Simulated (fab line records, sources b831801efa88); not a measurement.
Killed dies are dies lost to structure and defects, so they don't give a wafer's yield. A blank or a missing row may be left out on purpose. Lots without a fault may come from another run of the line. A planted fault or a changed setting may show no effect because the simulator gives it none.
fab line records | flow sky130
record lots=7 wafers=18 last_day=50
route steps=708 shown VIA3@588 METAL4@598 CAP2M@603 PAD_OPEN@708
lots that met no fault: from a run of the same line without faults
start_h: hours from the record's first day to the start of the lot's first wafer shown | wait_h: hours since the lot's step before | " the same as in the row above | L1.1+2: a row that stands for several wafers | - no value, or no start given | * or withheld: withheld | < > ~ a bound
route shown NAME@n: a module of which the file shows steps, and the number in the route of the first | usual: mean/standard deviation of fault-free wafers | same: alike in all rows | chamber/n: place in a boat | sites: the reading at each site | _std_site: their standard deviation | _edge_site: outer sites' mean less inner sites' | radius_mm: how far each site lies from the wafer's centre | mask NAME#n: copy n | behind: the tool/chamber that last shaped the wafer | hold: why the lot was held/for how many hours/how that ended | device: the transistor (n, p or np) that didn't switch | end of line: the same wafers' tests at the end of the route | a step without rows: its recipe alone | killed: dies lost to structure and defects at the first sort, not the wafer's yield | map: a wafer's dies, x killed, . not, _ none there
set.NAME: the setting as run; set.NAME@STEP: as run at that earlier step | model.NAME: the simulator's own value behind a step, which no gauge read
lots at some steps of the route; a table a step, a row a wafer
services: from which hour (start_h, from the record's first day; less than 0 if before it) a tool's chamber was out of use, for how many hours, and why
## steps
# step SKY_VIA3_ETCH_15
# recipe target=SiO2 chemistry=C4F8/O2/Ar target_depth_nm=507 stop_on=TiN mask_material=KrF-thick source_w=1500 bias_w=1200 pressure_mtorr=40 c4f8_flow_sccm=withheld O2_flow_sccm=6 Ar_flow_sccm=300 time_s=78
# step SKY_VIA3_STRIP_16
# recipe chemistry=O2/N2 power_w=1400 pressure_mtorr=1500 platen_temp_c=withheld o2_flow_sccm=3000 n2_flow_sccm=300 overash_fraction=0.5
# step SKY_VIA3_STRIP_17
# recipe chemistry=post_etch_residue_remover time_s=1200 temp_c=72.5
# step SKY_VIA3_CLEAN_18
# recipe chemistry=IPA time_s=180 temp_c=25
# step SKY_VIA3_CLEAN_19
# recipe chemistry=O3/DIW dry=n2_spin
# step SKY_VIA3_SPUTTER_20
# recipe material=TiN target_thk_nm=20 chamber_pressure_pa=5 power_w=4000 time_s=80
# step SKY_VIA3_CVD_21
# recipe material=W target_thk_nm=390 time_s=117.31 temp_c=400 pressure_torr=40
# usual heater_power_w=777/57
# same time_s=117.31
# columns lot.wafer tool chamber start_h wait_h heater_power_w
L203.1 cvd_w-01 1 954.22 0.0 858
L203.3 " 0 " " 740
L203.6 " 1 " " 848
L209.1 cvd_w-02 0 996.68 0.0 816
L209.4 " 0 " " 804
L208.1 cvd_w-01 0 1000.38 0.0 742
L208.6 " 0 " " 753
L210.1 cvd_w-01 0 1004.17 0.0 731
L210.2 " 1 " " 843
L215.2 cvd_w-02 0 1033.84 0.0 806
L215.3 " 1 " " 709
L215.5 " 1 " " 722
L218.1 cvd_w-01 1 1053.05 0.0 851
L218.3 " 1 " " 836
L218.5 " 0 " " 746
L222.1 cvd_w-02 0 1079.67 0.0 798
L222.3 " 1 " " 710
L222.6 " 1 " " 719
# step SKY_VIA3_RS_MEAS_22
# recipe thk_meas_gauge=four-point-probe reads=W_of_VIA3_CVD_21+TiN_of_VIA3_SPUTTER_20
# usual VIA3_W_RS=0.293/0.0031
# columns lot.wafer tool chamber start_h wait_h VIA3_W_RS[ohm/sq]
L203.1 film_metro-03 - 954.35 0.1 0.291
L203.3 " - " " 0.295
L203.6 " - " " 0.292
L209.1 film_metro-02 - 996.81 0.1 0.295
L209.4 " - " " 0.293
L208.1 film_metro-02 - 1000.50 0.1 0.293
L208.6 " - " " 0.296
L210.1 film_metro-01 - 1004.29 0.1 0.290
L210.2 " - " " 0.292
L215.2 film_metro-01 - 1033.98 0.1 0.301
L215.3 " - " " 0.295
L215.5 " - " " 0.300
L218.1 film_metro-02 - 1053.18 0.1 0.288
L218.3 " - " " 0.291
L218.5 " - " " 0.293
L222.1 film_metro-01 - 1079.80 0.1 0.292
L222.3 " - " " 0.301
L222.6 " - " " 0.295
# step SKY_VIA3_THK_MEAS_23
# recipe thk_meas_gauge=xrf reads=W_of_VIA3_CVD_21
# usual VIA3_W_THK=396/5.6
# columns lot.wafer tool chamber start_h wait_h VIA3_W_THK[nm]
L203.1 film_metro-03 - 954.47 0.1 386
L203.3 " - " " 381
L203.6 " - " " 386
L209.1 film_metro-02 - 996.93 0.1 390
L209.4 " - " " 392
L208.1 film_metro-02 - 1000.62 0.1 390
L208.6 " - " " 388
L210.1 film_metro-01 - 1004.41 0.1 407
L210.2 " - " " 404
L215.2 film_metro-01 - 1034.09 0.1 388
L215.3 " - " " 395
L215.5 " - " " 392
L218.1 film_metro-02 - 1053.30 0.1 405
L218.3 " - " " 403
L218.5 " - " " 400
L222.1 film_metro-01 - 1079.92 0.1 402
L222.3 " - " " 392
L222.6 " - " " 400
# step SKY_VIA3_CMP_24
# recipe stop_on=SiO2 t_overpolish_s=20 down_force_psi=3.5 platen_rpm=60 target_thk_nm=0 pad_velocity_m_s=0.94248
# usual motor_current_A=10.3/1.1 overpolish_run_s=19.999/0.0093 time_to_endpoint_s=96/3.6
# columns lot.wafer tool chamber start_h wait_h motor_current_A overpolish_run_s time_to_endpoint_s
L203.3 cmp-02 2 954.53 0.0 8.7 19.998 92
L203.1 " 1 " " 11.3 19.997 97
L203.6 " 2 " " 8.5 19.991 93
L209.1 cmp-02 3 997.14 0.2 9.6 19.996 98
L209.4 " 0 " " 11.9 20.025 96
L208.1 cmp-02 1 1000.83 0.2 11.4 20.000 100
L208.6 " 1 " " 10.7 20.005 96
L210.1 cmp-02 0 1004.83 0.4 11.3 20.002 99
L210.2 " 1 " " 11.7 20.003 94
L215.2 cmp-02 1 1034.19 0.1 10.7 20.011 96
L215.3 " 2 " " 9.0 20.001 95
L215.5 " 0 " " 11.8 20.002 93
L218.1 cmp-01 3 1053.47 0.2 10.0 19.992 94
L218.3 " 2 " " 9.7 19.986 101
L218.5 " 3 " " 10.4 20.010 93
L222.3 cmp-01 2 1080.30 0.4 9.2 19.990 92
L222.1 " 3 " " 11.2 19.992 87
L222.6 " 0 " " 11.6 19.987 93
# step SKY_METAL4_SPUTTER_00
# recipe material=Ti target_thk_nm=15 power_w=3000 time_s=10 chamber_pressure_pa=0.4
# usual throttle_valve_pct=30.0/0.84
# same time_s=10
# columns lot.wafer tool chamber start_h wait_h throttle_valve_pct
L203.1 pvd_sputter-01 - 954.83 0.1 30.1
L203.3 " - " " 31.0
L203.6 " - " " 31.1
L209.1 pvd_sputter-01 - 997.39 0.2 30.8
L209.4 " - " " 29.8
L208.1 pvd_sputter-01 - 1001.08 0.2 31.6
L208.6 " - " " 31.2
L210.1 pvd_sputter-01 - 1005.03 0.1 29.3
L210.2 " - " " 30.5
L215.2 pvd_sputter-03 - 1034.46 0.2 28.9
L215.3 " - " " 29.2
L215.5 " - " " 29.4
L218.1 pvd_sputter-03 - 1053.77 0.2 29.8
L218.3 " - " " 28.9
L218.5 " - " " 30.1
L222.1 pvd_sputter-02 - 1080.50 0.1 29.0
L222.3 " - " " 28.3
L222.6 " - " " 29.0
# step SKY_METAL4_SPUTTER_01
# recipe material=TiN target_thk_nm=20 power_w=6500 time_s=16.7 chamber_pressure_pa=0.4
# usual throttle_valve_pct=30.0/0.85
# same time_s=16.7
# columns lot.wafer tool chamber start_h wait_h throttle_valve_pct
L203.1 pvd_sputter-01 - 954.85 0.0 29.6
L203.3 " - " " 30.9
L203.6 " - " " 31.4
L209.1 pvd_sputter-01 - 997.42 0.0 30.8
L209.4 " - " " 29.5
L208.1 pvd_sputter-01 - 1001.11 0.0 31.4
L208.6 " - " " 31.4
L210.1 pvd_sputter-01 - 1005.05 0.0 29.8
L210.2 " - " " 30.9
L215.2 pvd_sputter-03 - 1034.48 0.0 28.8
L215.3 " - " " 29.4
L215.5 " - " " 29.4
L218.1 pvd_sputter-03 - 1053.80 0.0 30.0
L218.3 " - " " 29.0
L218.5 " - " " 29.7
L222.1 pvd_sputter-02 - 1080.53 0.0 29.1
L222.3 " - " " 28.7
L222.6 " - " " 29.3
# step SKY_METAL4_SPUTTER_02
# recipe material=AlCu target_thk_nm=735 power_w=10600 time_s=39.1 chamber_pressure_pa=0.4
# usual throttle_valve_pct=30.0/0.85
# columns lot.wafer tool chamber start_h wait_h throttle_valve_pct model.AlCu_of_METAL4_SPUTTER_02.thk_nm
L203.1 pvd_sputter-01 - 954.88 0.0 30.0 716.4
L203.3 " - " " 30.9 720.7
L203.6 " - " " 31.4 711.9
L209.1 pvd_sputter-01 - 997.44 0.0 31.0 478.1
L209.4 " - " " 29.7 719.6
L208.1 pvd_sputter-01 - 1001.13 0.0 31.6 472.5
L208.6 " - " " 31.6 727.1
L210.1 pvd_sputter-01 - 1005.08 0.0 29.7 463.6
L210.2 " - " " 30.8 471.7
L215.2 pvd_sputter-03 - 1034.51 0.0 29.0 724.4
L215.3 " - " " 29.3 728.3
L215.5 " - " " 29.1 730.6
L218.1 pvd_sputter-03 - 1053.82 0.0 29.6 730.7
L218.3 " - " " 29.0 726
L218.5 " - " " 30.0 731
L222.1 pvd_sputter-02 - 1080.55 0.0 29.2 734.3
L222.3 " - " " 28.7 734.5
L222.6 " - " " 29.3 729.1
# step SKY_METAL4_SPUTTER_03
# recipe material=Ti target_thk_nm=5 power_w=3000 time_s=3.3 chamber_pressure_pa=0.4
# step SKY_METAL4_SPUTTER_04
# recipe material=TiN target_thk_nm=70 power_w=6500 time_s=58.3 chamber_pressure_pa=0.4
# step SKY_CAP2M_CVD_00
# recipe material=SiO2 target_thk_nm=15.5 temp_c=400 time_s=withheld rf_w=450
# step SKY_CAP2M_THK_MEAS_01
# recipe reads=SiO2_of_CAP2M_CVD_00
# usual CAP2M_CVD_00_THK=15.43/0.25
# columns lot.wafer tool chamber start_h wait_h CAP2M_CVD_00_THK[nm]
L203.1 film_metro-02 - 955.00 - 15.14
L203.3 " - " " 15.14
L203.6 " - " " 15.41
L209.1 film_metro-04 - 997.57 - 15.30
L209.4 " - " " 15.37
L208.1 film_metro-04 - 1001.27 - 15.65
L208.6 " - " " 15.75
L210.1 film_metro-02 - 1005.22 - 15.27
L210.2 " - " " 15.25
L215.2 film_metro-02 - 1034.65 - 15.38
L215.3 " - " " 15.05
L215.5 " - " " 15.62
L218.1 film_metro-02 - 1053.95 - 15.50
L218.3 " - " " 15.20
L218.5 " - " " 15.83
L222.1 film_metro-03 - 1080.68 - 15.29
L222.3 " - " " 15.28
L222.6 " - " " 15.84
# step SKY_CAP2M_SPUTTER_02
# recipe material=TiN target_thk_nm=200 temp_c=300 power_w=6500 time_s=166.7 chamber_pressure_pa=0.4
# step SKY_CAP2M_RS_MEAS_03
# recipe thk_meas_gauge=four-point-probe reads=TiN_of_CAP2M_SPUTTER_02
# usual CAP2M_TIN_RS=6.92/0.076
# columns lot.wafer tool chamber start_h wait_h CAP2M_TIN_RS[ohm/sq]
L203.1 film_metro-04 - 955.17 0.1 6.95
L203.3 " - " " 6.92
L203.6 " - " " 6.94
L209.1 film_metro-02 - 997.74 0.1 7.00
L209.4 " - " " 6.91
L208.1 film_metro-02 - 1001.44 0.1 6.88
L208.6 " - " " 6.97
L210.1 film_metro-04 - 1005.39 0.1 7.02
L210.2 " - " " 6.99
L215.2 film_metro-02 - 1034.83 0.1 6.86
L215.3 " - " " 6.86
L215.5 " - " " 6.88
L218.1 film_metro-04 - 1054.12 0.1 6.90
L218.3 " - " " 6.82
L218.5 " - " " 6.86
L222.1 film_metro-03 - 1080.85 0.1 6.78
L222.3 " - " " 6.92
L222.6 " - " " 6.80
# step SKY_CAP2M_THK_MEAS_04
# recipe thk_meas_gauge=xrf reads=TiN_of_CAP2M_SPUTTER_02
# usual CAP2M_TIN_THK=200.5/2.2
# columns lot.wafer tool chamber start_h wait_h CAP2M_TIN_THK[nm]
L203.1 film_metro-04 - 955.29 0.1 200.8
L203.3 " - " " 201.1
L203.6 " - " " 201.3
L209.1 film_metro-02 - 997.86 0.1 198.9
L209.4 " - " " 201.1
L208.1 film_metro-02 - 1001.56 0.1 200.9
L208.6 " - " " 198.7
L210.1 film_metro-04 - 1005.51 0.1 197.8
L210.2 " - " " 200.4
L215.2 film_metro-02 - 1034.94 0.1 203.9
L215.3 " - " " 201.8
L215.5 " - " " 202.4
L218.1 film_metro-04 - 1054.24 0.1 201.2
L218.3 " - " " 204.1
L218.5 " - " " 202.9
L222.1 film_metro-03 - 1080.97 0.1 203.7
L222.3 " - " " 198.7
L222.6 " - " " 202.3
# step SKY_CAP2M_DEHYDRATE_05
# recipe temp_c=200 time_s=60
# step SKY_CAP2M_HMDS_06
# recipe prime_time_s=60 prime_temp_c=120
# step SKY_CAP2M_COAT_07
# recipe resist=NOVOLAK spin_rpm=3000 resist_thk_nm=1140
# step SKY_CAP2M_SOFTBAKE_08
# recipe temp_c=90 time_s=60 resist=NOVOLAK
# step SKY_CAP2M_EXPOSE_09
# recipe mask_id=CAP2M na=0.6 source_shape=conventional sigma_outer=0.6 polarization=unpolarized target_cd_nm=1000 dose_mj=159
# step SKY_CAP2M_PEB_10
# recipe temp_c=withheld time_s=* resist=NOVOLAK
# step SKY_CAP2M_DEVELOP_11
# recipe resist=NOVOLAK developer=TMAH develop_time_s=60 dev_temp_c=23
# step SKY_CAP2M_OVL_MEAS_12
# usual CAP2M_OVL=-0.6/1.4
# columns lot.wafer tool chamber start_h wait_h CAP2M_OVL[nm]
L203.1 overlay-02 - 978.90 0.1 -2.9
L203.3 " - " " -1.6
L203.6 " - " " -0.5
L209.1 overlay-01 - 1020.77 0.1 0.7
L209.4 " - " " 2.2
L208.1 overlay-02 - 1024.16 0.1 1.8
L208.6 " - " " 1.3
L210.1 overlay-01 - 1028.46 0.1 0.6
L210.2 " - " " 2.2
L215.2 overlay-01 - 1056.11 0.1 -0.6
L215.3 " - " " 0.3
L215.5 " - " " -1.2
L218.1 overlay-01 - 1076.00 0.1 -0.5
L218.3 " - " " 1.3
L218.5 " - " " 0.4
L222.1 overlay-02 - 1101.41 0.1 -0.3
L222.3 " - " " -1.2
L222.6 " - " " 0.2
# step SKY_CAP2M_METAL_ETCH_13
# recipe target_depth_nm=220 stop_on=SiO2 chemistry=Cl2/BCl3 target=TiN pressure_mtorr=10 icp_w=900 bias_w=48.5 Cl2_flow_sccm=60 bcl3_flow_sccm=30 time_s=62.9
# step SKY_CAP2M_STRIP_14
# recipe chemistry=O2/N2 power_w=1400 pressure_mtorr=1500 platen_temp_c=withheld o2_flow_sccm=3000 n2_flow_sccm=300 overash_fraction=0.5
# usual drypump_motor_current_A=5.34/0.27 oes_product_au=0.711/0.0043 strip_time_to_endpoint_s=12.64/0.048
# columns lot.wafer tool chamber start_h wait_h drypump_motor_current_A oes_product_au rf_hours_counter_h strip_time_to_endpoint_s
L203.1 plasma_asher-03 0 979.01 0.1 5.29 0.715 86 12.73
L203.3 " 0 " " 5.26 0.712 - 12.65
L203.6 " 1 " " 5.27 0.717 - 12.70
L209.1 plasma_asher-02 0 1020.89 0.1 5.05 0.714 22 12.58
L209.4 " 1 " " 5.74 0.711 - 12.59
L208.1 plasma_asher-02 0 1024.27 0.1 5.05 0.713 23 12.70
L208.6 " 1 " " 5.75 0.720 - 12.77
L210.1 plasma_asher-03 1 1028.57 0.1 5.24 0.713 91 12.61
L210.2 " 0 " " 5.29 0.708 91 12.64
L215.2 plasma_asher-03 0 1056.22 0.1 5.27 0.714 94 12.66
L215.3 " 1 " " 5.25 0.703 - 12.63
L215.5 " 0 " " 5.28 0.714 - 12.64
L218.1 plasma_asher-04 1 1076.11 0.1 5.83 0.714 1 12.60
L218.3 " 0 " " 5.14 0.714 - 12.63
L218.5 " 0 " " 5.14 0.706 - 12.61
L222.1 plasma_asher-02 1 1101.52 0.1 5.74 0.714 30 12.62
L222.3 " 0 " " 5.04 0.712 - 12.65
L222.6 " 1 " " 5.70 0.706 - 12.61
# step SKY_CAP2M_STRIP_15
# recipe chemistry=post_etch_residue_remover time_s=1200 temp_c=72.5
# step SKY_CAP2M_CLEAN_16
# recipe chemistry=IPA time_s=180 temp_c=25
# step SKY_CAP2M_CLEAN_17
# recipe chemistry=O3/DIW dry=n2_spin
# step SKY_METAL4_DEHYDRATE_05
# recipe temp_c=200 time_s=60
# step SKY_METAL4_HMDS_06
# recipe prime_time_s=60 prime_temp_c=120
# step SKY_METAL4_COAT_07
# recipe resist=BARC temp_c=withheld time_s=withheld spin_rpm=3000 resist_thk_nm=60
# step SKY_METAL4_COAT_08
# recipe resist=KrF-thick spin_rpm=3000 resist_thk_nm=1140
# step SKY_METAL4_SOFTBAKE_09
# recipe temp_c=100 time_s=90 resist=KrF-thick
# step SKY_METAL4_EXPOSE_10
# recipe mask_id=MM4 na=0.68 source_shape=annular sigma_inner=0.4 sigma_outer=0.8 target_cd_nm=300 dose_mj=28
# step SKY_METAL4_PEB_11
# recipe peb_temp_c=withheld peb_time_s=withheld resist=KrF-thick
# step SKY_METAL4_DEVELOP_12
# recipe develop_time_s=60 resist=KrF-thick dev_temp_c=21
# step SKY_METAL4_CD_MEAS_13
# recipe target_cd_nm=300
# usual cd_nm=300.4/1.5
# columns lot.wafer tool chamber start_h wait_h cd_nm
L203.1 cd_sem-01 - 1003.56 - 300.8
L203.3 " - " " 298.8
L203.6 " - " " 300.6
L209.1 cd_sem-01 - 1044.33 - 300.2
L209.4 " - " " 302.2
L208.1 cd_sem-01 - 1047.45 - 300.9
L208.6 " - " " 298.7
L210.1 cd_sem-01 - 1052.00 - 299.5
L210.2 " - " " 300.3
L215.2 cd_sem-02 - 1078.07 - 299.2
L215.3 " - " " 299.9
L215.5 " - " " 300.6
L218.1 cd_sem-01 - 1096.77 - 300.1
L218.3 " - " " 298.9
L218.5 " - " " 298.1
L222.1 cd_sem-01 - 1122.57 - 300.2
L222.3 " - " " 299.5
L222.6 " - " " 300.1
# step SKY_METAL4_METAL_ETCH_18
# recipe target_depth_a=8450 stop_on=SiO2 over_etch_frac=0.3 time_s=183.1 chemistry=Cl2/BCl3 resist_sidewall_deg=88 pressure_mtorr=10 icp_w=900 bias_w=48.5 Cl2_flow_sccm=60 bcl3_flow_sccm=30
# usual drypump_motor_current_A=5.6/0.6 oes_product_au=0.862/0.0066 throttle_valve_pct=22.264/0.0091
# same over_etch_frac=0.3 time_s=183.1
# columns lot.wafer tool chamber start_h wait_h drypump_motor_current_A oes_product_au rf_hours_counter_h throttle_valve_pct
L203.1 rie_metal-02 0 1003.87 0.0 5.0 0.849 13 22.263
L203.3 " 0 " " 5.0 0.854 - 22.261
L203.6 " 1 " " 6.4 0.852 - 22.262
L209.1 rie_metal-02 1 1044.65 0.0 6.5 0.719 5 22.270
L209.4 " 0 " " 5.0 0.862 - 22.255
L208.1 rie_metal-01 0 1047.76 0.0 5.2 0.716 18 22.264
L208.6 " 1 " " 5.3 0.852 - 22.270
L210.1 rie_metal-02 1 1052.31 0.0 6.4 0.721 6 22.265
L210.2 " 0 " " 5.0 0.718 16 22.254
L215.2 rie_metal-02 1 1078.36 0.0 6.5 0.854 7 22.259
L215.3 " 1 " " 6.5 0.857 - 22.270
L215.5 " 0 " " 5.0 0.866 - 22.255
L218.1 rie_metal-02 0 1097.08 0.0 5.1 0.862 19 22.264
L218.3 " 0 " " 5.0 0.861 - 22.262
L218.5 " 1 " " 6.4 0.868 - 22.260
L222.1 rie_metal-02 1 1122.87 0.0 6.4 0.859 12 22.265
L222.3 " 1 " " 6.5 0.863 - 22.268
L222.6 " 1 " " 6.5 0.865 - 22.277
# step SKY_PAD_OPEN_PROBE_99
# usual defect_limited_yield=82.6/1.8 killed_at_M0_to_M3=43/6.6 killed_at_M4_up=2.9/1.6 killed_at_contacts=24/4.9 killed_at_front_end=15/4.5 killed_at_other=0.2/0.45 killed_dies=86/8.8 killed_open=48/6.4 killed_short=38/5.6 sort_bin_3_pad_short=0.8/0.38 sort_bin_5_function=10.2/1.4 sort_bin_6_memory=6.4/1.1 sort_n_pass=406/8.8 sort_yield_pct=82.6/1.8
# same gross_dies=492 killed_at_back_side=0 sort_bin_4_leakage[%]=0 sort_bin_8_speed[%]=0
# columns lot.wafer tool chamber start_h wait_h defect_limited_yield[%] killed_at_M0_to_M3 killed_at_M4_up killed_at_contacts killed_at_front_end killed_at_other killed_dies killed_open killed_short sort_bin_3_pad_short[%] sort_bin_5_function[%] sort_bin_6_memory[%] sort_n_pass sort_yield_pct[%] model.etest.met4.line_ohm_um model.etest.via4_chain.rc_ohm model.etest.met4.rs_ohm_sq
L203.1 prober-01 - 1097.07 0.1 83.9 34 3 30 12 0 79 48 31 0.2 10.8 5.1 413 83.9 0.1401 0.7789 0.04385
L203.3 prober-01 - 1097.17 0.2 82.3 44 2 28 13 0 87 44 43 0.8 11.2 5.7 405 82.3 0.1429 0.782 0.04324
L203.6 prober-01 - 1097.32 0.2 85.4 38 3 18 13 0 72 40 32 1.2 8.5 4.9 420 85.4 0.1481 0.8262 0.04451
L209.1 prober-02 - 1133.39 0.1 80.3 50 3 23 20 1 97 51 46 1.0 10.8 7.9 395 80.3 0.2204 0.8352 0.06573
L209.4 prober-02 - 1133.54 0.2 83.5 48 1 19 13 0 81 43 38 0.8 8.9 6.7 411 83.5 0.1431 0.8189 0.04362
L208.1 prober-01 - 1136.93 0.1 79.3 49 2 33 18 0 102 51 51 1.6 10.8 8.3 390 79.3 0.2214 0.8639 0.06702
L208.6 prober-01 - 1137.18 0.2 81.1 53 3 26 11 0 93 45 48 1.4 12.0 5.5 399 81.1 0.1413 0.8112 0.04314
L210.1 prober-01 - 1141.29 0.1 81.9 43 2 23 21 0 89 50 39 0.6 10.2 7.3 403 81.9 0.2281 0.8763 0.06868
L210.2 prober-01 - 1141.34 0.1 81.5 49 3 21 18 0 91 52 39 0.8 11.6 6.1 401 81.5 0.2217 0.8354 0.06712
L215.2 prober-02 - 1162.83 0.1 83.3 42 2 18 19 1 82 52 30 0.2 10.4 6.1 410 83.3 0.1451 0.7748 0.04324
L215.3 prober-02 - 1162.88 0.2 80.5 48 5 30 12 1 96 54 42 0.8 10.0 8.7 396 80.5 0.1448 0.8003 0.04328
L215.5 prober-02 - 1162.98 0.2 82.1 43 0 26 18 1 88 51 37 1.0 11.6 5.3 404 82.1 0.1363 0.806 0.04253
L218.1 prober-01 - 1178.68 0.1 81.7 41 5 28 15 1 90 49 41 0.6 11.6 6.1 402 81.7 0.1416 0.7766 0.04317
L218.3 prober-01 - 1178.78 0.2 85.4 35 2 24 11 0 72 35 37 1.0 8.5 5.1 420 85.4 0.1441 0.7908 0.04325
L218.5 prober-01 - 1178.88 0.2 81.1 49 0 23 21 0 93 54 39 0.6 11.4 6.9 399 81.1 0.1423 0.8099 0.04287
L222.1 prober-01 - 1202.84 0.1 83.7 39 1 27 13 0 80 45 35 1.2 8.1 6.9 412 83.7 0.1432 0.8478 0.04285
L222.3 prober-01 - 1202.94 0.2 81.1 53 1 24 14 1 93 53 40 0.6 10.8 7.5 399 81.1 0.1441 0.793 0.04293
L222.6 prober-01 - 1203.09 0.2 80.5 55 0 30 11 0 96 55 41 0.8 13.0 5.7 396 80.5 0.1441 0.7727 0.04283
# killed by level:class
L203.1 LI_CONTACT:geometric_particle:open=10 CONTACT:geometric_particle:open=9 VIA3:geometric_particle:open=8 VIA1:geometric_particle:open=6 VIA2:geometric_particle:short=5 CONTACT:geometric_particle:short=4 FIELD_ISO:geometric_particle:short=3 POLY_GATE:geometric_particle:open=3
L203.3 CONTACT:geometric_particle:open=13 VIA1:geometric_particle:open=11 LOCAL_INTERCONNECT:geometric_particle:short=7 METAL1:geometric_particle:short=6 METAL2:geometric_particle:short=6 VIA2:geometric_particle:open=6 FIELD_ISO:geometric_particle:short=5 VIA3:geometric_particle:open=5
L203.6 VIA1:geometric_particle:open=11 CONTACT:geometric_particle:open=8 VIA1:geometric_particle:short=5 METAL2:geometric_particle:short=5 FIELD_ISO:geometric_particle:open=4 FIELD_ISO:geometric_particle:short=3 LI_CONTACT:geometric_particle:open=3 LOCAL_INTERCONNECT:geometric_particle:open=3
L209.1 VIA1:geometric_particle:open=14 METAL1:geometric_particle:short=9 CONTACT:geometric_particle:open=8 VIA1:geometric_particle:short=6 FIELD_ISO:geometric_particle:open=5 POLY_GATE:geometric_particle:short=5 LI_CONTACT:geometric_particle:open=5 VIA2:geometric_particle:open=5
L209.4 VIA1:geometric_particle:open=11 FIELD_ISO:geometric_particle:short=7 CONTACT:geometric_particle:open=7 VIA2:geometric_particle:open=7 VIA3:geometric_particle:open=7 CONTACT:geometric_particle:short=6 METAL1:geometric_particle:short=5 VIA2:geometric_particle:short=5
L208.1 CONTACT:geometric_particle:open=14 VIA3:geometric_particle:open=10 FIELD_ISO:geometric_particle:short=8 METAL1:geometric_particle:short=8 LI_CONTACT:geometric_particle:open=7 VIA1:geometric_particle:open=7 VIA2:geometric_particle:open=5 CONTACT:geometric_particle:short=5
L208.6 VIA1:geometric_particle:open=11 VIA3:geometric_particle:open=8 METAL3:geometric_particle:short=7 LI_CONTACT:geometric_particle:open=7 METAL1:geometric_particle:short=7 CONTACT:geometric_particle:open=7 CONTACT:geometric_particle:short=5 FIELD_ISO:geometric_particle:short=4
L210.1 VIA1:geometric_particle:open=11 VIA3:geometric_particle:open=9 LI_CONTACT:geometric_particle:open=8 CONTACT:geometric_particle:open=8 METAL1:geometric_particle:short=7 FIELD_ISO:geometric_particle:open=5 FIELD_ISO:geometric_particle:short=5 LOCAL_INTERCONNECT:geometric_particle:short=4
L210.2 VIA1:geometric_particle:open=14 CONTACT:geometric_particle:open=8 VIA3:geometric_particle:open=7 POLY_GATE:geometric_particle:open=7 CONTACT:geometric_particle:short=7 METAL1:geometric_particle:short=6 FIELD_ISO:geometric_particle:short=6 VIA2:geometric_particle:open=6
L215.2 VIA1:geometric_particle:open=14 FIELD_ISO:geometric_particle:open=7 VIA2:geometric_particle:open=6 CONTACT:geometric_particle:open=6 FIELD_ISO:geometric_particle:short=5 LI_CONTACT:geometric_particle:open=5 CONTACT:geometric_particle:short=5 VIA3:geometric_particle:short=5
L215.3 CONTACT:geometric_particle:open=14 VIA2:geometric_particle:open=10 VIA1:geometric_particle:open=8 VIA3:geometric_particle:short=7 LI_CONTACT:geometric_particle:open=6 FIELD_ISO:geometric_particle:short=5 CONTACT:geometric_particle:short=5 METAL2:geometric_particle:short=5
L215.5 VIA2:geometric_particle:open=14 CONTACT:geometric_particle:open=13 CONTACT:geometric_particle:short=8 FIELD_ISO:geometric_particle:short=6 VIA1:geometric_particle:open=6 VIA2:geometric_particle:short=5 VIA3:geometric_particle:open=5 METAL1:geometric_particle:short=4
L218.1 CONTACT:geometric_particle:open=11 LI_CONTACT:geometric_particle:open=7 VIA1:geometric_particle:short=7 METAL2:geometric_particle:short=7 VIA1:geometric_particle:open=6 VIA3:geometric_particle:open=6 POLY_GATE:geometric_particle:open=5 CONTACT:geometric_particle:short=5
L218.3 LI_CONTACT:geometric_particle:open=9 VIA1:geometric_particle:open=7 VIA1:geometric_particle:short=6 CONTACT:geometric_particle:short=5 METAL3:geometric_particle:short=5 POLY_GATE:geometric_particle:short=4 CONTACT:geometric_particle:open=4 POLY_GATE:geometric_particle:open=3
L218.5 VIA1:geometric_particle:open=17 VIA3:geometric_particle:open=11 CONTACT:geometric_particle:open=7 POLY_GATE:geometric_particle:short=5 POLY_GATE:geometric_particle:open=5 VIA1:geometric_particle:short=5 CONTACT:geometric_particle:short=5 FIELD_ISO:geometric_particle:open=4
L222.1 VIA1:geometric_particle:open=14 CONTACT:geometric_particle:open=8 LI_CONTACT:geometric_particle:open=7 FIELD_ISO:geometric_particle:short=6 METAL1:geometric_particle:short=6 CONTACT:geometric_particle:short=5 VIA1:geometric_particle:short=4 FIELD_ISO:geometric_particle:open=3
L222.3 VIA1:geometric_particle:open=16 CONTACT:geometric_particle:open=8 FIELD_ISO:geometric_particle:short=6 VIA2:geometric_particle:short=6 LOCAL_INTERCONNECT:geometric_particle:short=6 VIA3:geometric_particle:open=6 VIA2:geometric_particle:open=6 CONTACT:geometric_particle:short=4
L222.6 CONTACT:geometric_particle:open=11 VIA1:geometric_particle:open=11 VIA2:geometric_particle:open=10 METAL2:geometric_particle:short=8 VIA3:geometric_particle:open=8 LI_CONTACT:geometric_particle:open=6 METAL1:geometric_particle:short=6 LOCAL_INTERCONNECT:geometric_particle:short=5
## services
# columns tool chamber start_h hours kind
plasma_asher-03 - 949.55 1.3 repair
pvd_sputter-03 - 955.17 2.2 repair
pvd_sputter-02 - 972.47 2.1 repair
cmp-01 - 990.86 14.6 pm
pvd_sputter-01 - 994.09 2.0 repair
cmp-02 - 997.62 0.3 repair
cmp-01 - 1006.59 10.6 repair
plasma_asher-02 - 1017.90 2.8 pm
plasma_asher-02 - 1025.00 0.8 repair
cvd_w-01 - 1037.88 6.9 pm
cmp-02 - 1039.99 4.5 pm
cmp-01 - 1058.55 3.5 repair
cmp-01 - 1082.43 1.5 repair
pvd_sputter-03 - 1083.74 4.6 repair
cmp-01 - 1084.00 4.0 pm
plasma_asher-03 - 1087.43 1.9 repair
cmp-02 - 1091.49 2.3 repair
cvd_w-01 - 1092.17 7.9 repair
cmp-01 - 1100.36 1.1 repair
cvd_w-01 0 1103.94 6.0 repair
plasma_asher-02 - 1104.23 4.0 repair
plasma_asher-03 - 1110.92 2.8 pm
cmp-02 - 1112.44 1.4 repair
cvd_w-01 - 1120.67 1.6 repair
## key
first_sign step=SKY_METAL4_METAL_ETCH_18 reading=oes_product_au direction=down sigmas=22 usual=0.862 struck=0.719
effect none on later readings
model_effect step=SKY_METAL4_SPUTTER_02 value=AlCu_of_METAL4_SPUTTER_02.thk_nm without=722.3 struck=471.5
model_effect step=SKY_PAD_OPEN_PROBE_99 value=etest.met4.line_ohm_um without=0.1446 struck=0.2229
met_at SKY_METAL4_SPUTTER_02
struck_wafers L208.1,L209.1,L210.1,L210.2
onset_between 954.88 997.44
fault kind=process_parameter_drift tool=pvd_sputter-01 chamber=- onset_h=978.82 steps=SKY_METAL4_SPUTTER_02 channel=target_thk_nm offset=-250.87 shape=step end_h=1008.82 scope=struck_wafers_only acts_in=these_recipes_only stated=735
